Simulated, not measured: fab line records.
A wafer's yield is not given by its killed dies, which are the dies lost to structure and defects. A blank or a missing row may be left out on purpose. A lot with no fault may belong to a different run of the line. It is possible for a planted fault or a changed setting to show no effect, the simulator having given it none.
Which tool did it? :: flow gf180mcu :: Sampling: 12 lots, 36 wafers, 3 of 602 route steps

WHAT THE GAUGES SHOWED, per wafer
GF_V2_THK_MEAS_01.
lot: L075
measured: day 19 22:41
on: film-metro-02
V2_CVD_00_THK (nm): 594 594 586

lot: L077
measured: day 21 00:51
on: film-metro-01
V2_CVD_00_THK (nm): 602 596 601

lot: L079
measured: day 21 23:31
on: film-metro-01
V2_CVD_00_THK (nm): 605 599 605

lot: L081
measured: day 22 20:11
on: film-metro-02
V2_CVD_00_THK (nm): 596 598 598

lot: L083
measured: day 23 02:54
on: film-metro-01
V2_CVD_00_THK (nm): 614 609 610

lot: L085
measured: day 24 02:48
on: film-metro-01
V2_CVD_00_THK (nm): 601 605 602

lot: L087
measured: day 24 12:26
on: film-metro-01
V2_CVD_00_THK (nm): 596 593 592

lot: L089
measured: day 25 06:50
on: film-metro-02
V2_CVD_00_THK (nm): 606 587 605

lot: L091
measured: day 26 01:35
on: film-metro-03
V2_CVD_00_THK (nm): 601 581 603

lot: L093
measured: day 26 09:31
on: film-metro-03
V2_CVD_00_THK (nm): 596 593 598

lot: L095
measured: day 27 03:17
on: film-metro-02
V2_CVD_00_THK (nm): 594 593 602

lot: L097
measured: day 27 23:26
on: film-metro-03
V2_CVD_00_THK (nm): 613 609 606

WHICH TOOL RAN EACH LOT (tool, then ch and the chambers of the sampled wafers, then the start)
lot: L075
GF_M2_SPUTTER_03: pvd-sputter-04, day 18 22:24
GF_M2_METAL_ETCH_16: rie-metal-03 ch 0,1, day 19 21:58

lot: L077
GF_M2_SPUTTER_03: pvd-sputter-03, day 19 23:56
GF_M2_METAL_ETCH_16: rie-metal-03 ch 0,1, day 21 00:02

lot: L079
GF_M2_SPUTTER_03: pvd-sputter-03, day 20 22:38
GF_M2_METAL_ETCH_16: rie-metal-03 ch 0,1, day 21 22:46

lot: L081
GF_M2_SPUTTER_03: pvd-sputter-02, day 21 20:08
GF_M2_METAL_ETCH_16: rie-metal-02 ch 0,1, day 22 19:26

lot: L083
GF_M2_SPUTTER_03: pvd-sputter-04, day 22 02:04
GF_M2_METAL_ETCH_16: rie-metal-03 ch 0,1, day 23 02:06

lot: L085
GF_M2_SPUTTER_03: pvd-sputter-03, day 22 23:28
GF_M2_METAL_ETCH_16: rie-metal-04 ch 0, day 23 21:59

lot: L087
GF_M2_SPUTTER_03: pvd-sputter-04, day 23 15:21
GF_M2_METAL_ETCH_16: rie-metal-04 ch 0,1, day 24 11:43

lot: L089
GF_M2_SPUTTER_03: pvd-sputter-02, day 24 07:03
GF_M2_METAL_ETCH_16: rie-metal-02 ch 0, day 25 06:01

lot: L091
GF_M2_SPUTTER_03: pvd-sputter-02, day 25 03:47
GF_M2_METAL_ETCH_16: rie-metal-03 ch 1, day 26 00:52

lot: L093
GF_M2_SPUTTER_03: pvd-sputter-02, day 25 12:04
GF_M2_METAL_ETCH_16: rie-metal-03 ch 0,1, day 26 08:46

lot: L095
GF_M2_SPUTTER_03: pvd-sputter-04, day 26 05:20
GF_M2_METAL_ETCH_16: rie-metal-03 ch 1, day 27 02:34

lot: L097
GF_M2_SPUTTER_03: pvd-sputter-02, day 27 02:11
GF_M2_METAL_ETCH_16: rie-metal-02 ch 0,1, day 27 22:43
- GF_M2_SPUTTER_03: material Ti, target thk 10 nm, time 6.7 s.
- GF_M2_METAL_ETCH_16: etches the open film in Cl2/BCl3, stops on SiO2, target depth 627.5 nm, time 104.6 s.

THE ANSWER, worked out from the rows above alone
Rule: what is usual is taken from the lots themselves. The widest of any qualifying gaps counts: lots, ordered by their means at a reading, are off when they make up no more than a third of the lots, leave a main group of 4 or more, and stand apart from it by 3 or more times the standard deviation of that group's means. If all means in a main group match to the digits the tables above print for the reading, that group is not used. A lot without any number at a reading at which 4 lots or more have one is off too. Any other lot the step has rows for is counted as sound.
Nothing can be told from this: no lot is off at any reading shown.

WHAT WAS PUT IN BY THE SIMULATOR
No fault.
